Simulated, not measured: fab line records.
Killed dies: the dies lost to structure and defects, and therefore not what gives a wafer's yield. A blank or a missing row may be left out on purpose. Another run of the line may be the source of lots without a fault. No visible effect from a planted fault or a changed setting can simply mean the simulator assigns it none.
fab line records    flow sky130
record lots=13  wafers=39  lastDay=50
route steps=708 shown FIELD_ISO@5 PWDE@47 NWELL@67
lots with no fault: from the same line, run without faults
startH: hours from the record's opening day to when the first of the lot's shown wafers began    waitH: hours since the lot's step before    " same as the row above    L1.1+2: one row covering several wafers at once    - no value, or no start was given    * or withheld: withheld    < > ~ a bound
route shown NAME@n: names a module that has steps shown in the file, with the first one's number in the route    usual: mean/standard deviation of fault-free wafers    same: alike in all rows    chamber/n: place in a boat    sites: per-site readings    _std_site: the values' standard deviation    _edge_site: inner sites' mean taken away from outer sites' mean    radiusMm: how far each site lies from the wafer's centre    mask NAME#n: copy n    behind: tool/chamber where the wafer was last shaped    hold: cause of the lot's hold/its duration in hours/its outcome    device: names the non-switching transistor (n, p or np)    end of line: tests of these same wafers at the route's end    a step without rows: its recipe alone    killed: not the wafer's yield, but the dies lost to structure and defects at the first sort    map: a wafer's dies, x killed, . not, _ none there
set.NAME: the setting that was run; set.NAME@STEP: the one run at that earlier step    model.NAME: the simulator's own value behind a step, which no gauge read
the route's steps for a sample of lots (tables are steps, rows are wafers)
services: a tool's chamber out of use, with start hour (startH, from the record's first day; less than 0 if before it), hours out, and reason
## steps
# step SKY_FIELD_ISO_THK_MEAS_04
# recipe reads=Si3N4_of_FIELD_ISO_CVD_03
# usual FIELD_ISO_CVD_03_THK=165.3/1.5
lot.wafer  tool          chamber  startH  waitH  FIELD_ISO_CVD_03_THK[nm]
L365.2     filmMetro-01  -        15.69   0.0    164.4
L365.3     "             -        "       "      164.2
L365.4     "             -        "       "      165.5
L366.4     filmMetro-03  -        19.80   0.0    166.7
L366.5     "             -        "       "      167.0
L366.6     "             -        "       "      165.6
L368.1     filmMetro-03  -        30.57   0.0    162.7
L368.4     "             -        "       "      164.0
L368.6     "             -        "       "      163.7
L369.3     filmMetro-03  -        35.08   0.0    168.0
L369.5     "             -        "       "      167.9
L369.6     "             -        "       "      166.8
L372.1     filmMetro-03  -        53.56   0.0    162.1
L372.2     "             -        "       "      163.4
L372.4     "             -        "       "      163.3
L373.2     filmMetro-01  -        56.41   0.0    164.9
L373.3     "             -        "       "      165.0
L373.6     "             -        "       "      164.4
L374.1     filmMetro-04  -        59.39   0.0    163.1
L374.3     "             -        "       "      164.1
L374.5     "             -        "       "      162.7
L375.1     filmMetro-04  -        63.48   0.0    165.2
L375.3     "             -        "       "      164.9
L375.5     "             -        "       "      165.0
L379.1     filmMetro-04  -        83.98   0.0    164.9
L379.2     "             -        "       "      164.1
L379.3     "             -        "       "      163.8
L381.1     filmMetro-04  -        93.90   0.0    166.0
L381.5     "             -        "       "      165.4
L381.6     "             -        "       "      165.7
L382.2     filmMetro-01  -        99.20   0.0    162.8
L382.4     "             -        "       "      162.9
L382.6     "             -        "       "      163.9
L386.2     filmMetro-01  -        120.02  0.0    166.7
L386.5     "             -        "       "      165.9
L386.6     "             -        "       "      164.9
L387.2     filmMetro-03  -        124.78  0.0    167.2
L387.3     "             -        "       "      168.4
L387.4     "             -        "       "      166.7
# step SKY_PWDE_COAT_02
# recipe spinRpm=2000  resistThkNm=3000
# usual exhaustPa=45.0/0.96
lot.wafer  tool           chamber  startH  waitH  exhaustPa
L365.2     lithoTrack-02  0        62.09   0.1    44.8
L365.3     "              0        "       "      43.9
L365.4     "              0        "       "      44.9
L366.4     lithoTrack-01  0        65.73   0.1    46.0
L366.5     "              0        "       "      43.8
L366.6     "              0        "       "      44.4
L368.1     lithoTrack-03  0        79.91   0.1    45.3
L368.4     "              0        "       "      44.4
L368.6     "              0        "       "      45.3
L369.3     lithoTrack-02  0        82.52   0.1    44.4
L369.5     "              0        "       "      45.2
L369.6     "              0        "       "      44.0
L372.1     lithoTrack-03  0        101.46  0.1    45.5
L372.2     "              0        "       "      44.7
L372.4     "              0        "       "      46.0
L373.2     lithoTrack-01  0        105.28  0.1    46.2
L373.3     "              0        "       "      45.8
L373.6     "              0        "       "      45.1
L374.1     lithoTrack-01  0        108.95  0.1    43.0
L374.3     "              0        "       "      45.0
L374.5     "              0        "       "      43.6
L375.1     lithoTrack-01  0        114.50  0.1    45.7
L375.3     "              0        "       "      45.0
L375.5     "              0        "       "      44.6
L379.1     lithoTrack-03  0        137.71  0.1    46.4
L379.2     "              0        "       "      45.3
L379.3     "              0        "       "      44.9
L381.1     lithoTrack-01  0        147.00  0.1    46.8
L381.5     "              0        "       "      45.5
L381.6     "              0        "       "      44.8
L382.2     lithoTrack-02  0        152.39  0.1    46.7
L382.4     "              0        "       "      45.2
L382.6     "              0        "       "      46.4
L386.2     lithoTrack-03  0        177.18  0.1    45.3
L386.5     "              0        "       "      45.2
L386.6     "              0        "       "      45.4
L387.2     lithoTrack-02  0        183.09  0.1    42.7
L387.3     "              0        "       "      44.4
L387.4     "              0        "       "      44.8
# step SKY_PWDE_STRIP_09
# recipe chemistry=O2/N2  powerW=1400  pressureMtorr=1500  platenTempC=withheld  o2FlowSccm=3000  n2FlowSccm=300  overashFraction=0.5
# usual drypumpMotorCurrentA=5.6/0.53  oesProductAu=0.722/0.0047  stripTimeToEndpointS=36.97/0.09
lot.wafer  tool            chamber  startH  waitH  drypumpMotorCurrentA  oesProductAu  rfHoursCounterH  stripTimeToEndpointS
L365.2     plasmaAsher-04  1        70.25   0.1    6.3                   0.721         26               36.82
L365.3     "               1        "       "      6.3                   0.727         -                36.81
L365.4     "               0        "       "      5.0                   0.722         -                36.83
L366.4     plasmaAsher-03  1        74.13   0.1    5.8                   0.721         -                37.12
L366.5     "               0        "       "      5.5                   0.721         -                37.08
L366.6     "               1        "       "      5.8                   0.718         -                36.94
L368.1     plasmaAsher-01  1        88.85   0.1    6.1                   0.719         41               36.88
L368.4     "               1        "       "      6.1                   0.726         -                36.84
L368.6     "               0        "       "      5.0                   0.719         -                36.95
L369.3     plasmaAsher-04  1        91.83   0.1    6.3                   0.728         -                36.95
L369.5     "               0        "       "      5.0                   0.722         -                36.93
L369.6     "               1        "       "      6.3                   0.725         -                37.00
L372.1     plasmaAsher-04  1        111.24  0.1    6.3                   0.714         30               36.98
L372.2     "               0        "       "      5.0                   0.723         30               37.03
L372.4     "               0        "       "      5.0                   0.710         -                37.02
L373.2     plasmaAsher-04  0        114.95  0.1    5.1                   0.723         31               36.90
L373.3     "               1        "       "      6.3                   0.719         -                37.06
L373.6     "               0        "       "      5.0                   0.727         -                37.01
L374.1     plasmaAsher-03  0        118.69  0.1    5.6                   0.725         39               37.05
L374.3     "               0        "       "      5.6                   0.719         -                37.09
L374.5     "               0        "       "      5.6                   0.721         -                36.98
L375.1     plasmaAsher-04  0        124.25  0.1    5.0                   0.719         33               36.94
L375.3     "               1        "       "      6.3                   0.722         -                37.00
L375.5     "               1        "       "      6.3                   0.721         -                37.03
L379.1     plasmaAsher-03  1        147.75  0.1    5.8                   0.727         42               36.99
L379.2     "               0        "       "      5.5                   0.720         42               36.84
L379.3     "               1        "       "      5.8                   0.723         -                36.96
L381.1     plasmaAsher-03  1        157.34  0.1    5.8                   0.712         43               16.55
L381.5     "               1        "       "      5.8                   0.725         -                36.93
L381.6     "               0        "       "      5.6                   0.710         -                16.56
L382.2     plasmaAsher-04  1        162.89  0.1    6.3                   0.711         36               36.88
L382.4     "               0        "       "      5.0                   0.726         -                36.89
L382.6     "               1        "       "      6.3                   0.712         -                36.86
L386.2     plasmaAsher-01  0        188.54  0.1    5.0                   0.723         51               37.03
L386.5     "               0        "       "      5.0                   0.722         -                37.00
L386.6     "               1        "       "      6.1                   0.722         -                37.10
L387.2     plasmaAsher-03  0        194.25  0.1    5.5                   0.729         46               36.94
L387.3     "               1        "       "      5.8                   0.718         -                36.92
L387.4     "               0        "       "      5.6                   0.733         -                36.92
# step SKY_NWELL_STRIP_14
# recipe chemistry=O2/N2  powerW=1400  pressureMtorr=1500  platenTempC=withheld  o2FlowSccm=3000  n2FlowSccm=300  overashFraction=0.5
# usual drypumpMotorCurrentA=5.6/0.5  oesProductAu=0.723/0.0046  stripTimeToEndpointS=36.94/0.13
lot.wafer  tool            chamber  startH  waitH  drypumpMotorCurrentA  oesProductAu  rfHoursCounterH  stripTimeToEndpointS
L365.2     plasmaAsher-04  0        88.05   0.1    5.1                   0.720         28               36.83
L365.3     "               1        "       "      6.3                   0.718         -                36.93
L365.4     "               0        "       "      5.0                   0.726         -                36.95
L366.4     plasmaAsher-04  0        91.28   0.1    5.0                   0.721         -                36.93
L366.5     "               0        "       "      5.0                   0.724         -                36.98
L366.6     "               1        "       "      6.4                   0.722         -                37.04
L368.1     plasmaAsher-02  0        107.37  0.1    5.3                   0.729         43               37.10
L368.4     "               1        "       "      5.7                   0.718         -                37.22
L368.6     "               0        "       "      5.3                   0.718         -                37.00
L369.3     plasmaAsher-04  1        110.10  0.1    6.3                   0.716         -                36.69
L369.5     "               1        "       "      6.3                   0.722         -                36.89
L369.6     "               0        "       "      5.0                   0.721         -                36.89
L372.1     plasmaAsher-03  0        131.24  0.1    5.6                   0.732         40               37.07
L372.2     "               1        "       "      5.8                   0.725         40               36.96
L372.4     "               0        "       "      5.5                   0.723         -                36.88
L373.2     plasmaAsher-02  0        134.84  0.1    5.3                   0.721         2                36.98
L373.3     "               1        "       "      5.7                   0.717         -                37.20
L373.6     "               0        "       "      5.3                   0.713         -                37.07
L374.1     plasmaAsher-04  1        137.90  0.1    6.3                   0.721         34               36.82
L374.3     "               0        "       "      5.0                   0.719         -                36.85
L374.5     "               1        "       "      6.4                   0.724         -                36.90
L375.1     plasmaAsher-04  1        144.07  0.1    6.3                   0.720         35               36.83
L375.3     "               1        "       "      6.3                   0.732         -                36.73
L375.5     "               1        "       "      6.3                   0.722         -                36.94
L379.1     plasmaAsher-03  1        168.57  0.1    5.8                   0.724         44               36.86
L379.2     "               0        "       "      5.5                   0.716         44               36.76
L379.3     "               1        "       "      5.8                   0.726         -                36.92
L381.1     plasmaAsher-02  1        177.77  0.1    5.7                   0.732         6                36.98
L381.5     "               0        "       "      5.3                   0.727         -                36.89
L381.6     "               1        "       "      5.7                   0.719         -                36.86
L382.2     plasmaAsher-02  1        185.14  0.1    5.6                   0.724         7                37.01
L382.4     "               0        "       "      5.3                   0.734         -                37.00
L382.6     "               1        "       "      5.7                   0.723         -                37.04
L386.2     plasmaAsher-02  0        211.12  0.1    5.3                   0.719         9                36.98
L386.5     "               1        "       "      5.7                   0.719         -                37.15
L386.6     "               0        "       "      5.3                   0.722         -                37.05
L387.2     plasmaAsher-03  0        217.12  0.1    5.6                   0.725         48               36.77
L387.3     "               0        "       "      5.6                   0.728         -                36.81
L387.4     "               1        "       "      5.8                   0.722         -                36.66
# step SKY_NWELL_RTA_28
# recipe tempC=1050  timeS=30  idleTempC=650  rampUpCPerS=150  rampDownCPerS=90  ambient=N2
# usual lampPowerPct=25.31/0.053  rampDownCPerS=90.003/0.017  wafer_temp_C_max=1054.8/0.85
lot.wafer  tool          chamber  startH  waitH  lampPowerPct  rampDownCPerS  wafer_temp_C_max
L365.2     rtpAnneal-02  0        106.38  0.0    25.27         89.994         1053.6
L365.3     "             0        "       "      25.31         89.977         1056.1
L365.4     "             0        "       "      25.28         90.025         1053.7
L366.4     rtpAnneal-01  0        109.31  0.1    25.33         89.974         1054.8
L366.5     "             0        "       "      25.36         89.986         1054.0
L366.6     "             0        "       "      25.43         90.000         1055.0
L368.1     rtpAnneal-01  0        126.10  0.0    25.28         89.994         1054.2
L368.4     "             0        "       "      25.28         90.013         1054.8
L368.6     "             0        "       "      25.24         89.991         1055.9
L369.3     rtpAnneal-01  0        130.09  0.0    25.33         89.978         1055.9
L369.5     "             0        "       "      25.33         90.002         1054.5
L369.6     "             0        "       "      25.28         90.009         1055.0
L372.1     rtpAnneal-02  0        151.03  0.0    25.31         89.986         1053.8
L372.2     "             0        "       "      25.35         90.004         1056.0
L372.4     "             0        "       "      25.28         90.032         1054.6
L373.2     rtpAnneal-01  0        155.36  0.0    25.35         90.010         1054.4
L373.3     "             0        "       "      25.35         89.993         1056.6
L373.6     "             0        "       "      25.34         89.998         1055.0
L374.1     rtpAnneal-02  0        157.90  0.0    25.27         90.028         1055.3
L374.3     "             0        "       "      25.31         89.992         1054.3
L374.5     "             0        "       "      25.30         90.010         1054.8
L375.1     rtpAnneal-01  0        163.68  0.0    25.36         89.992         1055.1
L375.3     "             0        "       "      25.40         89.974         1053.7
L375.5     "             0        "       "      25.34         90.013         1054.3
L379.1     rtpAnneal-02  0        190.05  0.0    25.38         90.024         1053.9
L379.2     "             0        "       "      25.29         89.978         1054.1
L379.3     "             0        "       "      25.30         89.978         1056.0
L381.1     rtpAnneal-02  0        200.30  0.0    25.37         90.002         1055.2
L381.5     "             0        "       "      25.23         89.975         1054.8
L381.6     "             0        "       "      25.35         90.014         1055.5
L382.2     rtpAnneal-01  0        207.82  0.0    25.27         89.999         1054.8
L382.4     "             0        "       "      25.34         90.029         1054.4
L382.6     "             0        "       "      25.32         90.024         1055.1
L386.2     rtpAnneal-02  0        233.46  0.0    25.28         90.002         1056.2
L386.5     "             0        "       "      25.22         90.020         1055.3
L386.6     "             0        "       "      25.15         90.019         1054.2
L387.2     rtpAnneal-01  0        239.55  0.0    25.28         90.001         1055.3
L387.3     "             0        "       "      25.40         89.987         1055.9
L387.4     "             0        "       "      25.30         90.001         1054.6
## services
tool            chamber  startH  hours  kind
plasmaAsher-02  -        42.39   4.3    pm
lithoTrack-03   -        65.23   -      consumableReplace:filter
plasmaAsher-03  -        77.65   14.6   pm
plasmaAsher-03  -        106.97  9.7    repair
plasmaAsher-02  -        108.75  9.0    pm
plasmaAsher-02  0        108.75  9.0    ventCycle
plasmaAsher-02  1        108.75  9.0    ventCycle
plasmaAsher-02  0        117.75  -      clean
plasmaAsher-02  1        117.75  -      clean
plasmaAsher-02  -        130.40  1.4    repair
rtpAnneal-01    -        185.67  6.1    pm
plasmaAsher-02  -        193.60  2.8    repair
lithoTrack-02   -        197.63  -      consumableReplace:filter
rtpAnneal-02    -        225.37  4.7    pm
## key
firstSign step=SKY_PWDE_STRIP_09  reading=stripTimeToEndpointS  direction=down  sigmas=99+  usual=*  struck=*
effect none on later readings
metAt SKY_PWDE_COAT_02
struckLots L381
struckWafers L381.1,L381.6
sortLeftOut L381.1,L381.6
testerLeftOut L381
notActingAt SKY_FIELD_ISO_THK_MEAS_04,SKY_NWELL_STRIP_14,SKY_NWELL_RTA_28
onsetBetween 114.50 147.00
fault kind=processParameterDrift  tool=lithoTrack-01  chamber=-  onsetH=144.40  steps=SKY_PWDE_COAT_02  channel=resistThkNm  offset=-1742.9  shape=step  endH=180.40  scope=struckWafersOnly  actsIn=theseRecipesOnly  stated=3000
# testerLeftOut: of these lots the tester's yield and bins aren't shown, on N5 and GAA mostly nor the transistor test; their killed dies are dies lost to structure and defects alone, not to doping, threshold or leakage, so they don't give the yield
# sortLeftOut: the simulated sort isn't trusted on such a fault, so these wafers' sort isn't shown, and their yield isn't known
